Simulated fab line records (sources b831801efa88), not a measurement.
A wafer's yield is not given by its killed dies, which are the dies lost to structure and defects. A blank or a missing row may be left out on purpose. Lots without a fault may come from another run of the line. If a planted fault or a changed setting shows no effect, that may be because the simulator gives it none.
fab line records	flow sfq_line
record lots=7	wafers=21	last_day=84
route steps=325 shown M3@122 I3@133 M4@148
lots that met no fault: from a run of the same line without faults
start_h: hours from the record's opening day to when the first of the lot's shown wafers began	wait_h: how many hours have passed since the lot's step before this one	" unchanged from the row above	L1.1+2: a single row standing in for several wafers	- either no value or no given start	* or withheld: withheld	< > ~ a bound
route shown NAME@n: a module of which the file shows steps, and the number in the route of the first	usual: the fault-free wafers' mean and standard deviation	same: alike in all rows	chamber/n: place in a boat	sites: the reading at each site	_std_site: the values' standard deviation	_edge_site: the outer-site mean with the inner-site mean subtracted	radius_mm: for every site, how far away it sits from the centre of the wafer	mask NAME#n: copy n	behind: the most recent tool/chamber to have shaped the wafer	hold: why the lot went on hold/how many hours it stayed there/how the hold came to an end	device: whichever transistor did not switch (one of n, p or np)	end of line: at the end of the route, the tests of the same wafers	where a step has no rows: the recipe by itself	killed: the dies lost at the first sort to structure and to defects; this is not the yield of the wafer	map: per-die view of a wafer (x killed, . not killed, _ where there is no die)
set.NAME: the setting as run; set.NAME@STEP: as run at that earlier step	model.NAME: the simulator's own value behind a step, which no gauge read
lots at selected steps of the route; one table per step, one row per wafer
services: from which hour (start_h, from the record's first day; less than 0 if before it) a tool's chamber was out of use, for how many hours, and why
## steps
# step SFQ_TRILAYER_M3_LITHO_COAT_080
# recipe resist=BARC	spin_rpm=3000	resist_thk_nm=62
# step SFQ_TRILAYER_M3_LITHO_COAT_075
# recipe resist=KrF	spin_rpm=3000	resist_thk_nm=600
# step SFQ_TRILAYER_M3_LITHO_SOFTBAKE_079
# recipe temp_c=withheld	time_s=withheld	resist=KrF
# step SFQ_TRILAYER_M3_LITHO_EXPOSE_076
# recipe mask_id=M3	na=0.6	source_shape=conventional	sigma_outer=0.65	target_cd_nm=500	dose_mj=14.4
# step SFQ_TRILAYER_M3_LITHO_PEB_078
# recipe peb_temp_c=114.6	peb_time_s=60	resist=KrF
# step SFQ_TRILAYER_M3_LITHO_DEVELOP_077
# recipe time_s=60	resist=KrF
# step SFQ_M3_OVL_MEAS_921
# usual M3_OVL=3/4.9
lot.wafer	tool	chamber	start_h	wait_h	M3_OVL[nm]
L148.1	overlay-01	-	661.98	0.1	7
L148.5	"	-	"	"	-2
L148.6	"	-	"	"	-1
L149.1	overlay-01	-	674.60	0.1	9
L149.2	"	-	"	"	2
L149.3	"	-	"	"	6
L154.1	overlay-01	-	746.70	0.1	1
L154.2	"	-	"	"	-2
L154.4	"	-	"	"	6
L155.1	overlay-02	-	754.65	0.1	3
L155.3	"	-	"	"	1
L155.4	"	-	"	"	1
L156.1	overlay-02	-	758.25	0.1	7
L156.2	"	-	"	"	5
L156.3	"	-	"	"	5
L163.1	overlay-02	-	816.40	0.1	6
L163.2	"	-	"	"	7
L163.5	"	-	"	"	-1
L167.1	overlay-01	-	833.20	0.1	-1
L167.4	"	-	"	"	4
L167.6	"	-	"	"	4
# step SFQ_TRILAYER_M3_BARC_OPEN_METAL_ETCH_100
# recipe mask_material=PR	chemistry=O2	target_depth_nm=125	target=BARC	icp_w=600	bias_w=80	pressure_mtorr=10	time_s=41.7
# usual drypump_motor_current_A=5.6/0.43	oes_product_au=0.685/0.005
lot.wafer	tool	chamber	start_h	wait_h	drypump_motor_current_A	oes_product_au	rf_hours_counter_h
L148.1	rie_metal-03	0	662.01	0.0	5.5	0.680	34
L148.5	"	0	"	"	5.5	0.687	-
L148.6	"	1	"	"	5.2	0.690	-
L149.1	rie_metal-04	0	674.64	0.0	6.1	0.683	113
L149.2	"	1	"	"	5.7	0.683	78
L149.3	"	1	"	"	5.7	0.682	-
L154.1	rie_metal-02	1	746.74	0.0	5.4	0.681	74
L154.2	"	0	"	"	4.7	0.687	83
L154.4	"	1	"	"	5.4	0.682	-
L155.1	rie_metal-04	1	754.69	0.0	5.6	0.681	94
L155.3	"	1	"	"	5.7	0.692	-
L155.4	"	0	"	"	6.1	0.682	-
L156.1	rie_metal-02	1	758.29	0.0	5.4	0.686	76
L156.2	"	0	"	"	4.7	0.689	85
L156.3	"	1	"	"	5.4	0.689	-
L163.1	rie_metal-04	0	816.44	0.0	6.1	0.690	142
L163.2	"	1	"	"	5.7	0.680	107
L163.5	"	0	"	"	6.1	0.680	-
L167.1	rie_metal-02	0	833.24	0.0	4.7	0.689	99
L167.4	"	1	"	"	5.4	0.681	-
L167.6	"	0	"	"	4.7	0.683	-
# step SFQ_TRILAYER_M3_ETCH_METAL_ETCH_078
# recipe target=Nb	stop_on=SiO2	mask_material=PR	chemistry=Cl2/Ar	target_depth_nm=240	icp_w=600	bias_w=80	pressure_mtorr=10	time_s=120
# usual drypump_motor_current_A=5.6/0.43	oes_product_au=0.892/0.0072
lot.wafer	tool	chamber	start_h	wait_h	drypump_motor_current_A	oes_product_au	rf_hours_counter_h
L148.1	rie_metal-03	0	662.07	0.0	5.5	0.889	34
L148.5	"	0	"	"	5.5	0.898	-
L148.6	"	1	"	"	5.3	0.891	-
L149.1	rie_metal-04	0	674.70	0.0	6.1	0.885	113
L149.2	"	1	"	"	5.6	0.888	78
L149.3	"	1	"	"	5.6	0.890	-
L154.1	rie_metal-02	1	746.80	0.0	5.4	0.885	74
L154.2	"	0	"	"	4.7	0.895	83
L154.4	"	1	"	"	5.4	0.882	-
L155.1	rie_metal-04	1	754.75	0.0	5.6	0.894	94
L155.3	"	1	"	"	5.6	0.895	-
L155.4	"	0	"	"	6.1	0.893	-
L156.1	rie_metal-02	1	758.35	0.0	5.4	0.895	76
L156.2	"	0	"	"	4.7	0.893	85
L156.3	"	1	"	"	5.4	0.893	-
L163.1	rie_metal-04	0	816.50	0.0	6.1	0.901	142
L163.2	"	1	"	"	5.7	0.897	107
L163.5	"	0	"	"	6.1	0.904	-
L167.1	rie_metal-02	0	833.30	0.0	4.7	0.889	99
L167.4	"	1	"	"	5.4	0.887	-
L167.6	"	0	"	"	4.7	0.886	-
# step SFQ_TRILAYER_M3_STRIP_STRIP_079
# recipe gas=O2	power_w=200	platen_temp_c=40	overash_fraction=0.65	chemistry=O2	pressure_mtorr=50
# usual drypump_motor_current_A=5.6/0.43	oes_product_au=1.003/0.007
lot.wafer	tool	chamber	start_h	wait_h	drypump_motor_current_A	oes_product_au	rf_hours_counter_h
L148.1	rie_metal-03	0	662.20	0.1	5.5	1.007	35
L148.5	"	0	"	"	5.5	1.006	-
L148.6	"	1	"	"	5.3	1.017	-
L149.1	rie_metal-04	0	674.82	0.1	6.1	1.013	113
L149.2	"	1	"	"	5.7	1.005	78
L149.3	"	1	"	"	5.7	1.001	-
L154.1	rie_metal-02	1	746.92	0.1	5.4	0.999	74
L154.2	"	0	"	"	4.7	1.011	83
L154.4	"	1	"	"	5.4	1.016	-
L155.1	rie_metal-04	1	754.87	0.1	5.6	1.001	95
L155.3	"	1	"	"	5.7	0.997	-
L155.4	"	0	"	"	6.1	1.000	-
L156.1	rie_metal-02	1	758.47	0.1	5.4	1.002	76
L156.2	"	0	"	"	4.7	1.003	85
L156.3	"	1	"	"	5.4	0.997	-
L163.1	rie_metal-04	0	816.62	0.1	6.1	1.006	143
L163.2	"	1	"	"	5.6	1.007	108
L163.5	"	0	"	"	6.1	1.005	-
L167.1	rie_metal-02	0	833.42	0.1	4.7	1.009	100
L167.4	"	1	"	"	5.4	1.000	-
L167.6	"	0	"	"	4.7	1.009	-
# step SFQ_TRILAYER_M3_STRIP_SOLV_CLEAN_080
# recipe chemistry=NMP	temp_c=70	time_s=600
# step SFQ_TRILAYER_I3_DEP_PECVD_081
# recipe material=SiO2	temp_c=150	time_s=111.11	pressure_torr=2.4	rf_w=183.3	precursor=SiH4/N2O	target_thk_nm=500
# usual chamber_pressure_Torr=2.399/0.0053	heater_power_outer_w=28/9.4	heater_power_w=83/18	throttle_valve_pct=24.2/1.9
lot.wafer	tool	chamber	start_h	wait_h	chamber_pressure_Torr	heater_power_outer_w	heater_power_w	throttle_valve_pct
L148.1	pecvd-01	2	662.97	0.0	2.402	33	84	22.8
L148.5	"	1	"	"	2.387	19	74	22.9
L148.6	"	0	"	"	2.399	22	70	24.2
L149.1	pecvd-04	2	675.60	0.0	2.403	29	80	22.1
L149.2	"	1	"	"	2.405	37	106	24.7
L149.3	"	0	"	"	2.395	19	69	22.9
L154.1	pecvd-01	2	747.70	0.0	-	-	-	-
L154.2	"	0	"	"	-	-	-	-
L154.4	"	1	"	"	-	-	-	-
L155.1	pecvd-03	1	755.65	0.0	-	-	-	-
L155.3	"	0	"	"	-	-	-	-
L155.4	"	1	"	"	-	-	-	-
L156.1	pecvd-01	2	759.25	0.0	-	-	-	-
L156.2	"	1	"	"	-	-	-	-
L156.3	"	0	"	"	-	-	-	-
L163.1	pecvd-01	2	817.40	0.0	2.402	40	89	22.8
L163.2	"	1	"	"	2.406	21	76	23.1
L163.5	"	2	"	"	2.399	31	75	23.0
L167.1	pecvd-04	0	834.20	0.0	2.408	24	75	23.4
L167.4	"	2	"	"	2.399	30	81	22.3
L167.6	"	0	"	"	2.400	25	77	23.5
# step SFQ_TRILAYER_I3_CMP_CMP_082
# recipe material=SiO2	down_force_psi=3	platen_rpm=60	pad_velocity_m_s=0.94248
# step SFQ_I3_BOW_MEAS_922
# recipe mode=bow
# usual I3_BOW=5/10
lot.wafer	tool	chamber	start_h	wait_h	I3_BOW[um]
L148.1	film_metro-02	-	674.05	2.0	-4
L148.5	"	-	"	"	13
L148.6	"	-	"	"	8
L149.1	film_metro-02	-	686.68	1.5	9
L149.2	"	-	"	"	-6
L149.3	"	-	"	"	-1
L154.1	film_metro-04	-	770.29	1.5	0
L154.2	"	-	"	"	-8
L154.4	"	-	"	"	-7
L155.1	film_metro-04	-	779.29	1.5	28
L155.3	"	-	"	"	8
L155.4	"	-	"	"	12
L156.1	film_metro-04	-	784.47	1.5	3
L156.2	"	-	"	"	4
L156.3	"	-	"	"	-3
L163.1	film_metro-02	-	844.47	1.5	2
L163.2	"	-	"	"	-2
L163.5	"	-	"	"	-20
L167.1	film_metro-01	-	859.47	1.5	-2
L167.4	"	-	"	"	4
L167.6	"	-	"	"	4
# step SFQ_TRILAYER_I3_METRO_MEASURE_083
lot.wafer	tool	chamber	start_h	wait_h
L148.1+5+6	film_metro-02	-	674.17	0.1
L149.1+2+3	film_metro-02	-	686.80	0.1
L154.1+2+4	film_metro-04	-	770.41	0.1
L155.1+3+4	film_metro-04	-	779.41	0.1
L156.1+2+3	film_metro-04	-	784.59	0.1
L163.1+2+5	film_metro-02	-	844.59	0.1
L167.1+4+6	film_metro-01	-	859.59	0.1
# step SFQ_TRILAYER_I3_VIA_LITHO_COAT_090
# recipe resist=BARC	spin_rpm=3000	resist_thk_nm=62
# step SFQ_TRILAYER_I3_VIA_LITHO_COAT_085
# recipe resist=KrF	spin_rpm=3000	resist_thk_nm=650
# step SFQ_TRILAYER_I3_VIA_LITHO_SOFTBAKE_089
# recipe temp_c=withheld	time_s=withheld	resist=KrF
# step SFQ_TRILAYER_I3_VIA_LITHO_EXPOSE_086
# recipe mask_id=I3	na=0.6	source_shape=conventional	sigma_outer=0.65	target_cd_nm=500	dose_mj=21.3
# step SFQ_TRILAYER_I3_VIA_LITHO_PEB_088
# recipe peb_temp_c=115	peb_time_s=60	resist=KrF
# step SFQ_TRILAYER_I3_VIA_LITHO_DEVELOP_087
# recipe time_s=60	resist=KrF
# step SFQ_I3_OVL_MEAS_923
# usual I3_OVL=-1/4.8
lot.wafer	tool	chamber	start_h	wait_h	I3_OVL[nm]
L148.1	overlay-02	-	725.00	0.1	5
L148.5	"	-	"	"	-3
L148.6	"	-	"	"	5
L149.1	overlay-02	-	734.60	0.1	4
L149.2	"	-	"	"	3
L149.3	"	-	"	"	1
L154.1	overlay-02	-	829.60	0.1	-4
L154.2	"	-	"	"	3
L154.4	"	-	"	"	-2
L155.1	overlay-01	-	838.00	0.1	-2
L155.3	"	-	"	"	2
L155.4	"	-	"	"	5
L156.1	overlay-02	-	844.00	0.1	-1
L156.2	"	-	"	"	-3
L156.3	"	-	"	"	5
L163.1	overlay-02	-	943.36	0.1	13
L163.2	"	-	"	"	10
L163.5	"	-	"	"	11
L167.1	overlay-02	-	966.16	0.1	-2
L167.4	"	-	"	"	5
L167.6	"	-	"	"	6
# step SFQ_TRILAYER_I3_VIA_BARC_OPEN_VIA_ETCH_121
# recipe mask_material=PR	chemistry=O2	target_depth_nm=125	target=BARC	source_w=500	bias_w=80	pressure_mtorr=30	time_s=41.7
# step SFQ_TRILAYER_I3_VIA_ETCH_VIA_ETCH_088
# recipe target=SiO2	stop_on=Nb	mask_material=PR	taper_deg=20	chemistry=CHF3	target_depth_nm=260	source_w=519.1	bias_w=80	pressure_mtorr=30	time_s=withheld
# usual drypump_motor_current_A=5.57/0.22	oes_product_au=0.854/0.0053
lot.wafer	tool	chamber	start_h	wait_h	drypump_motor_current_A	oes_product_au	model.I3.feature_depth_nm	model.etch.depth_nm
L148.1	rie_diel-04	0	725.08	0.0	5.70	0.856	202.5	202.2
L148.5	"	3	"	"	5.79	0.859	200.7	200.4
L148.6	"	2	"	"	5.76	0.854	201.1	200.8
L149.1	rie_diel-03	3	734.68	0.0	5.83	0.860	200.5	200.2
L149.2	"	1	"	"	5.60	0.852	199.9	199.6
L149.3	"	0	"	"	5.43	0.848	200.2	199.9
L154.1	rie_diel-02	0	829.68	0.0	5.48	0.377	0.3016	0
L154.2	"	2	"	"	4.96	0.381	0.2998	0
L154.4	"	3	"	"	5.33	0.362	0.2962	0
L155.1	rie_diel-02	2	838.08	0.0	4.95	0.378	0.303	0
L155.3	"	3	"	"	5.40	0.380	0.2995	0
L155.4	"	1	"	"	5.69	0.375	0.2978	0
L156.1	rie_diel-02	3	844.08	0.0	5.36	0.375	0.2985	0
L156.2	"	1	"	"	5.68	0.376	0.2992	0
L156.3	"	2	"	"	4.97	0.377	0.3023	0
L163.1	rie_diel-03	3	943.44	0.0	5.80	0.855	200.9	200.6
L163.2	"	2	"	"	5.75	0.854	199.8	199.5
L163.5	"	1	"	"	5.62	0.866	200.2	199.9
L167.1	rie_diel-04	0	966.24	0.0	5.71	0.867	200.1	199.8
L167.4	"	1	"	"	5.35	0.847	200.4	200.1
L167.6	"	1	"	"	5.37	0.850	198.7	198.4
# step SFQ_TRILAYER_I3_VIA_STRIP_STRIP_089
# recipe gas=O2	power_w=200	platen_temp_c=40	overash_fraction=0.65	chemistry=O2	pressure_mtorr=50
# usual drypump_motor_current_A=5.67/0.29	oes_product_au=1.003/0.007
lot.wafer	tool	chamber	start_h	wait_h	drypump_motor_current_A	oes_product_au	rf_hours_counter_h
L148.1	rie_metal-03	0	725.19	-	5.50	1.002	46
L148.5	"	1	"	"	5.29	1.000	-
L148.6	"	0	"	"	5.51	1.003	-
L149.1	rie_metal-01	0	734.79	-	5.90	0.990	76
L149.2	"	1	"	"	5.48	1.005	44
L149.3	"	1	"	"	5.48	0.999	-
L154.1	rie_metal-04	1	829.79	-	5.65	1.013	110
L154.2	"	0	"	"	6.13	1.009	145
L154.4	"	1	"	"	5.66	0.999	-
L155.1	rie_metal-04	0	838.19	-	6.14	1.003	147
L155.3	"	1	"	"	5.65	1.004	-
L155.4	"	0	"	"	6.13	0.989	-
L156.1	rie_metal-03	0	844.19	-	5.51	0.991	69
L156.2	"	1	"	"	5.28	1.001	4
L156.3	"	0	"	"	5.51	0.990	-
L163.1	rie_metal-03	0	943.55	-	5.50	1.004	84
L163.2	"	1	"	"	5.27	0.999	20
L163.5	"	0	"	"	5.49	0.992	-
L167.1	rie_metal-01	0	966.35	-	5.92	0.999	118
L167.4	"	1	"	"	5.47	1.004	-
L167.6	"	0	"	"	5.93	1.011	-
# step SFQ_TRILAYER_I3_VIA_STRIP_SOLV_CLEAN_090
# recipe chemistry=NMP	temp_c=70	time_s=600
# step SFQ_TRILAYER_M4_DEP_PRE_CLEAN_092
# recipe gas=Ar	time_s=22.5	bias_v=250
# step SFQ_TRILAYER_M4_DEP_SPUTTER_091
# recipe material=Nb	base_pressure_pa=1.33e-06	chamber_pressure_pa=0.1333	substrate_temp_c=20	resputter_cathode_voltage_v=400	target_thk_nm=200	power_w=2000	time_s=133.3
# usual base_pressure_pa=1.33e-06/8.7e-08	throttle_valve_pct=30.6/1.2
lot.wafer	tool	chamber	start_h	wait_h	base_pressure_pa	throttle_valve_pct
L148.1	pvd_sputter-05	-	725.99	0.0	1.36e-06	31.6
L148.5	"	-	"	"	1.35e-06	29.9
L148.6	"	-	"	"	1.25e-06	31.6
L149.1	pvd_sputter-06	-	735.59	0.0	1.45e-06	29.8
L149.2	"	-	"	"	1.28e-06	32.3
L149.3	"	-	"	"	1.21e-06	28.9
L154.1	pvd_sputter-04	-	830.59	0.0	1.28e-06	30.4
L154.2	"	-	"	"	1.47e-06	30.4
L154.4	"	-	"	"	1.23e-06	33.0
L155.1	pvd_sputter-05	-	838.99	0.0	1.36e-06	29.8
L155.3	"	-	"	"	1.24e-06	30.1
L155.4	"	-	"	"	1.32e-06	29.7
L156.1	pvd_sputter-06	-	844.99	0.0	1.16e-06	30.0
L156.2	"	-	"	"	1.49e-06	32.4
L156.3	"	-	"	"	1.29e-06	29.2
L163.1	pvd_sputter-05	-	944.35	0.0	1.37e-06	30.0
L163.2	"	-	"	"	1.35e-06	31.6
L163.5	"	-	"	"	1.24e-06	30.0
L167.1	pvd_sputter-05	-	967.15	0.0	1.27e-06	31.6
L167.4	"	-	"	"	1.31e-06	30.0
L167.6	"	-	"	"	1.37e-06	31.6
# step SFQ_M4_RS_MEAS_924
# recipe thk_meas_gauge=four-point-probe	reads=Nb_of_TRILAYER_M4_DEP_SPUTTER_091
# usual M4_NB_RS=0.891/0.0074
lot.wafer	tool	chamber	start_h	wait_h	M4_NB_RS[ohm/sq]
L148.1	film_metro-02	-	726.08	0.0	0.891
L148.5	"	-	"	"	0.896
L148.6	"	-	"	"	0.895
L149.1	film_metro-03	-	735.68	0.0	0.895
L149.2	"	-	"	"	0.898
L149.3	"	-	"	"	0.889
L154.1	film_metro-03	-	830.68	0.0	0.896
L154.2	"	-	"	"	0.898
L154.4	"	-	"	"	0.898
L155.1	film_metro-03	-	839.08	0.0	0.899
L155.3	"	-	"	"	0.886
L155.4	"	-	"	"	0.898
L156.1	film_metro-03	-	845.08	0.0	0.888
L156.2	"	-	"	"	0.901
L156.3	"	-	"	"	0.895
L163.1	film_metro-04	-	944.45	0.0	0.882
L163.2	"	-	"	"	0.878
L163.5	"	-	"	"	0.880
L167.1	film_metro-04	-	967.25	0.0	0.892
L167.4	"	-	"	"	0.897
L167.6	"	-	"	"	0.896
# step SFQ_TRILAYER_M4_LITHO_COAT_098
# recipe resist=BARC	spin_rpm=3000	resist_thk_nm=62
# step SFQ_TRILAYER_M4_LITHO_COAT_093
# recipe resist=KrF	spin_rpm=3000	resist_thk_nm=600
# step SFQ_TRILAYER_M4_LITHO_SOFTBAKE_097
# recipe temp_c=withheld	time_s=withheld	resist=KrF
# step SFQ_TRILAYER_M4_LITHO_EXPOSE_094
# recipe mask_id=M4	na=0.6	source_shape=conventional	sigma_outer=0.65	target_cd_nm=500	dose_mj=14.4
# usual exposure_dose_mJ_cm2=14.398/0.012	focus_offset_nm=-0.1/0.53	na=0.6/0	reticle_temp_C=23.01/0.1	stage_vel_mm_s=500.01/0.26
lot.wafer	tool	chamber	start_h	wait_h	mask	exposure_dose_mJ_cm2	focus_offset_nm	na	reticle_temp_C	stage_vel_mm_s
L148.1	krf_scanner-01	0	780.10	-	M4#0	14.407	-0.4	0.6	22.86	499.97
L148.5	"	0	"	"	M4#0	14.400	0.0	0.6	22.77	500.10
L148.6	"	0	"	"	M4#0	14.387	0.1	0.6	22.95	500.06
L149.1	krf_scanner-01	0	794.50	-	M4#0	14.400	-0.5	0.6	22.91	499.61
L149.2	"	0	"	"	M4#0	14.385	-0.4	0.6	23.01	499.98
L149.3	"	0	"	"	M4#0	14.401	0.2	0.6	23.05	499.98
L154.1	krf_scanner-01	-	921.66	-	M4#0	-	-	-	-	-
L154.2	"	-	"	"	M4#0	-	-	-	-	-
L154.4	"	-	"	"	M4#0	-	-	-	-	-
L155.1	krf_scanner-01	-	931.06	-	M4#0	-	-	-	-	-
L155.3	"	-	"	"	M4#0	-	-	-	-	-
L155.4	"	-	"	"	M4#0	-	-	-	-	-
L156.1	krf_scanner-01	-	940.66	-	M4#0	-	-	-	-	-
L156.2	"	-	"	"	M4#0	-	-	-	-	-
L156.3	"	-	"	"	M4#0	-	-	-	-	-
L163.1	krf_scanner-01	0	1068.63	-	M4#0	14.382	0.0	0.6	23.05	500.59
L163.2	"	0	"	"	M4#0	14.394	0.1	0.6	23.14	500.14
L163.5	"	0	"	"	M4#0	14.378	-0.1	0.6	22.96	500.18
L167.1	krf_scanner-02	0	1103.32	-	M4#0	14.397	0.6	0.6	23.20	499.92
L167.4	"	0	"	"	M4#0	14.392	0.6	0.6	23.12	499.93
L167.6	"	0	"	"	M4#0	14.413	1.1	0.6	23.01	500.11
# step SFQ_TRILAYER_M4_LITHO_PEB_096
# recipe peb_temp_c=115	peb_time_s=60	resist=KrF
## services
tool	chamber	start_h	hours	kind
rie_metal-02	-	713.91	0.3	repair
rie_metal-02	0	716.19	27.8	repair
krf_scanner-01	-	734.30	1.3	pm
krf_scanner-01	-	751.20	0.8	pm
krf_scanner-01	-	760.35	1.0	pm
krf_scanner-01	-	770.95	0.8	pm
pecvd-01	1	779.14	11.4	repair
rie_metal-03	-	858.02	0.4	repair
rie_metal-03	0	858.34	4.4	repair
rie_metal-02	-	883.65	1.2	repair
krf_scanner-01	-	889.84	0.7	repair
krf_scanner-01	-	890.48	12.3	repair
krf_scanner-01	-	910.01	1.3	pm
krf_scanner-01	-	919.71	0.8	pm
krf_scanner-01	-	928.86	1.0	pm
pecvd-01	2	948.13	9.9	repair
rie_metal-02	1	1002.11	15.7	repair
rie_metal-02	0	1011.13	20.4	repair
rie_metal-04	-	1020.17	1.4	repair
krf_scanner-01	-	1037.86	3.6	pm
krf_scanner-01	-	1077.77	0.2	repair
krf_scanner-01	-	1087.83	1.3	pm
krf_scanner-01	-	1089.13	0.8	pm
krf_scanner-01	-	1098.28	1.0	pm
## key
first_sign step=SFQ_TRILAYER_I3_DEP_PECVD_081	reading=tool_record	direction=missing
effect step=SFQ_TRILAYER_I3_VIA_ETCH_VIA_ETCH_088	reading=oes_product_au	direction=down	sigmas=90	usual=0.854	struck=0.376
effect step=SFQ_TRILAYER_M4_LITHO_EXPOSE_094	reading=tool_record	direction=missing
model_effect step=SFQ_TRILAYER_I3_VIA_ETCH_VIA_ETCH_088	value=I3.feature_depth_nm	without=199.8	struck=0.2998
met_at SFQ_TRILAYER_I3_DEP_PECVD_081
struck_wafers L154.1,L154.2,L154.4,L155.1,L155.3,L155.4,L156.1,L156.2,L156.3
onset_between 662.97 747.70
fault kind=skipped_step_whole	tool=pecvd-01,pecvd-03	chamber=-	onset_h=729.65	steps=SFQ_TRILAYER_I3_DEP_PECVD_081	scope=struck_lots_only
